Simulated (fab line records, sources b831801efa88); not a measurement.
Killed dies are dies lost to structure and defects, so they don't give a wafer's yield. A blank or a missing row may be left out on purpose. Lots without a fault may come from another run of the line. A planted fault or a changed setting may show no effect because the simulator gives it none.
Which tool did it? | flow sky130 | 11 lots, 33 wafers sampled, at 6 steps of a route of 708

WHAT THE GAUGES READ, wafer by wafer
SKY_LDD_N_TW_MEAS_17.
lot  | measured     | on            | LDD_N_TW
L924 | day 20 07:41 | film_metro-03 | 2621 2625 2609
L927 | day 21 09:02 | film_metro-04 | 2812 2815 2809
L926 | day 21 13:04 | film_metro-01 | 2862 2854 2845
L928 | day 21 13:44 | film_metro-04 | 2581 2574 2583
L933 | day 23 21:44 | film_metro-03 | 2601 2634 2608
L934 | day 24 00:23 | film_metro-04 | 2576 2582 2577
L935 | day 24 19:25 | film_metro-01 | 2606 2616 2604
L936 | day 25 00:56 | film_metro-03 | 2605 2600 2603
L938 | day 25 23:37 | film_metro-03 | 2615 2617 2605
L939 | day 26 07:11 | film_metro-03 | 2616 2595 2602
L940 | day 26 13:44 | film_metro-01 | 2606 2588 2606

SKY_CAPM_OVL_MEAS_12.
lot  | measured     | on         | CAPM_OVL (nm)
L924 | day 39 18:11 | overlay-02 | -3.8 -2.6 -3.0
L927 | day 40 16:29 | overlay-02 | -3.0 -2.2 -3.3
L926 | day 40 18:02 | overlay-01 | -2.1 -3.5 -3.6
L928 | day 40 19:56 | overlay-01 | -0.2 0.1 -0.3
L933 | day 42 15:14 | overlay-01 | 1.2 1.0 1.1
L934 | day 42 16:05 | overlay-01 | -2.6 -1.3 -3.1
L935 | day 43 07:53 | overlay-02 | 1.0 1.7 2.3
L936 | day 43 10:29 | overlay-02 | -0.8 0.8 -0.6
L938 | day 44 06:35 | overlay-01 | 0.1 -0.5 -0.3
L939 | day 44 12:18 | overlay-02 | -2.1 -1.3 0.3
L940 | day 44 21:05 | overlay-01 | -0.7 -0.1 -0.2

WHICH TOOL RAN EACH LOT (tool, then ch and the chambers of the sampled wafers, then the start)
lot  | SKY_LDD_N_IMPLANT_10            | SKY_LDD_N_STRIP_16                   | SKY_VIA1_SPUTTER_20          | SKY_VIA2_CMP_02
L924 | implanter-01 ch 0, day 20 06:43 | plasma_asher-04 ch 0,1, day 20 07:36 | pvd_sputter-02, day 36 09:13 | cmp-02 ch 0,2,3, day 37 12:55
L927 | implanter-03 ch 0, day 21 08:02 | plasma_asher-04 ch 1, day 21 08:55   | pvd_sputter-04, day 37 06:53 | cmp-02 ch 0,1,3, day 38 11:11
L926 | implanter-03 ch 0, day 21 12:04 | plasma_asher-02 ch 0,1, day 21 12:58 | pvd_sputter-01, day 37 08:10 | cmp-02 ch 0,2, day 38 13:05
L928 | implanter-02 ch 0, day 21 12:44 | plasma_asher-03 ch 0,1, day 21 13:38 | pvd_sputter-02, day 37 10:37 | cmp-01 ch 0,1, day 38 14:40
L933 | implanter-02 ch 0, day 23 20:46 | plasma_asher-04 ch 0,1, day 23 21:39 | pvd_sputter-04, day 39 07:58 | cmp-01 ch 1,3, day 40 11:40
L934 | implanter-02 ch 0, day 23 22:55 | plasma_asher-02 ch 0,1, day 24 00:17 | pvd_sputter-01, day 39 08:19 | cmp-02 ch 0,1,3, day 40 12:17
L935 | implanter-03 ch 0, day 24 18:25 | plasma_asher-04 ch 0,1, day 24 19:19 | pvd_sputter-04, day 40 02:20 | cmp-02 ch 0,1,2, day 41 04:55
L936 | implanter-01 ch 0, day 24 23:56 | plasma_asher-03 ch 0,1, day 25 00:50 | pvd_sputter-01, day 40 05:33 | cmp-01 ch 0,1,2, day 41 08:50
L938 | implanter-01 ch 0, day 25 22:37 | plasma_asher-04 ch 0,1, day 25 23:31 | pvd_sputter-01, day 41 02:44 | cmp-01 ch 1,2,3, day 42 05:40
L939 | implanter-02 ch 0, day 26 06:11 | plasma_asher-02 ch 0,1, day 26 07:04 | pvd_sputter-02, day 41 09:27 | cmp-02 ch 0,3, day 42 12:31
L940 | implanter-03 ch 0, day 26 12:44 | plasma_asher-02 ch 0,1, day 26 13:38 | pvd_sputter-01, day 41 18:05 | cmp-02 ch 0,1,2, day 42 21:01
- SKY_LDD_N_IMPLANT_10
- SKY_LDD_N_STRIP_16: strips in O2/N2.
- SKY_VIA1_SPUTTER_20: material TiN, target thk 20 nm, time 80 s.
- SKY_VIA2_CMP_02: polishes SiO2.

WHAT THE TOOLS THEMSELVES READ (means of the sampled wafers that have a number; where no wafer has one, the mark that the record gives instead)
SKY_LDD_N_IMPLANT_10.
lot  | tool         | beam_on_s (s) | dose_ions_cm2 | end_station_pressure_torr (Torr) | faraday_current_uA
L924 | implanter-01 | 10.03         | 7.5e+13       | 5.35e-06                         | 421
L927 | implanter-03 | 29.45         | 2.9e+14       | 5.06e-06                         | 553
L926 | implanter-03 | 29.09         | 2.9e+14       | 5.56e-06                         | 561
L928 | implanter-02 | 9.98          | 7.5e+13       | 5.21e-06                         | 424
L933 | implanter-02 | 9.88          | 7.5e+13       | 5.44e-06                         | 428
L934 | implanter-02 | 9.87          | 7.5e+13       | 5.29e-06                         | 429
L935 | implanter-03 | 10.03         | 7.5e+13       | 5.50e-06                         | 420
L936 | implanter-01 | 10.14         | 7.5e+13       | 5.35e-06                         | 416
L938 | implanter-01 | 9.88          | 7.5e+13       | 5.15e-06                         | 427
L939 | implanter-02 | 9.99          | 7.5e+13       | 5.12e-06                         | 422
L940 | implanter-03 | 10.08         | 7.5e+13       | 5.43e-06                         | 420

SKY_LDD_N_STRIP_16.
lot  | tool            | drypump_motor_current_A (A) | oes_product_au (a.u.) | strip_time_to_endpoint_s (s)
L924 | plasma_asher-04 | 5.74                        | 0.403                 | 4.325
L927 | plasma_asher-04 | 6.09                        | 0.402                 | 4.857
L926 | plasma_asher-02 | 6.14                        | 0.404                 | 4.849
L928 | plasma_asher-03 | 5.88                        | 0.410                 | 4.317
L933 | plasma_asher-04 | 5.94                        | 0.409                 | 4.329
L934 | plasma_asher-02 | 5.99                        | 0.408                 | 4.332
L935 | plasma_asher-04 | 5.91                        | 0.406                 | 4.311
L936 | plasma_asher-03 | 5.66                        | 0.410                 | 4.302
L938 | plasma_asher-04 | 5.92                        | 0.403                 | 4.300
L939 | plasma_asher-02 | 5.99                        | 0.407                 | 4.299
L940 | plasma_asher-02 | 6.01                        | 0.406                 | 4.306

SKY_VIA1_SPUTTER_20.
lot  | tool           | chamber_pressure_pa (Pa) | throttle_valve_pct (%)
L924 | pvd_sputter-02 | 4.997                    | 29.5
L927 | pvd_sputter-04 | 4.998                    | 29.5
L926 | pvd_sputter-01 | 5.008                    | 29.7
L928 | pvd_sputter-02 | 5.000                    | 30.7
L933 | pvd_sputter-04 | 5.000                    | 29.3
L934 | pvd_sputter-01 | 5.004                    | 29.7
L935 | pvd_sputter-04 | 5.013                    | 29.8
L936 | pvd_sputter-01 | 5.003                    | 30.2
L938 | pvd_sputter-01 | 4.995                    | 30.5
L939 | pvd_sputter-02 | 4.999                    | 29.0
L940 | pvd_sputter-01 | 4.999                    | 30.1

SKY_VIA2_CMP_02.
lot  | tool   | edge_zone_pressure_frac | motor_current_A (A) | retaining_ring_pressure_frac
L924 | cmp-02 | 0.996                   | 12.5                | 1.001
L927 | cmp-02 | 0.997                   | 11.5                | 1.005
L926 | cmp-02 | 1.003                   | 12.7                | 1.004
L928 | cmp-01 | 1.004                   | 11.0                | 1.004
L933 | cmp-01 | 0.996                   | 12.8                | 1.002
L934 | cmp-02 | 1.000                   | 11.7                | 1.000
L935 | cmp-02 | 1.000                   | 12.0                | 1.002
L936 | cmp-01 | 0.995                   | 11.2                | 0.997
L938 | cmp-01 | 0.997                   | 12.1                | 1.004
L939 | cmp-02 | 0.998                   | 12.3                | 0.999
L940 | cmp-02 | 1.003                   | 12.6                | 1.000

THE ANSWER, worked out from the rows above alone
Rule: what is usual is taken from the lots themselves. Put in order of their means at a reading, lots are off if they are a third of the lots or fewer, leave a main group of 4 or more, and stand apart from it by a gap of 3 or more times the standard deviation of the main group's means; of several such gaps the widest counts. A main group whose means are all the same, to the digits that the tables above print for the reading, isn't used. A lot without any number at a reading at which 4 lots or more have one is off too. The other lots that the step has rows for count as sound. The gauges are gone through in route order, then the tools' own readings, and for those a lot's mean is taken as printed above. The first step at which some lot is off is used, and at that step the reading that is off furthest; a lot without a number counts as furthest.
Off: L927, L926, at SKY_LDD_N_TW_MEAS_17 (LDD_N_TW). The main group: mean 2602, standard deviation 14.
A tool fits if, at a process step before that reading, it ran every lot that is off, and no sound lot after the first of them. The gauges at SKY_LDD_N_TW_MEAS_17 aren't tried: what is off there is off at SKY_LDD_N_IMPLANT_10 too, on other tools, and a gauge's error can't cause that. None of those tried fits.

WHAT THE SIMULATOR HAD PUT IN
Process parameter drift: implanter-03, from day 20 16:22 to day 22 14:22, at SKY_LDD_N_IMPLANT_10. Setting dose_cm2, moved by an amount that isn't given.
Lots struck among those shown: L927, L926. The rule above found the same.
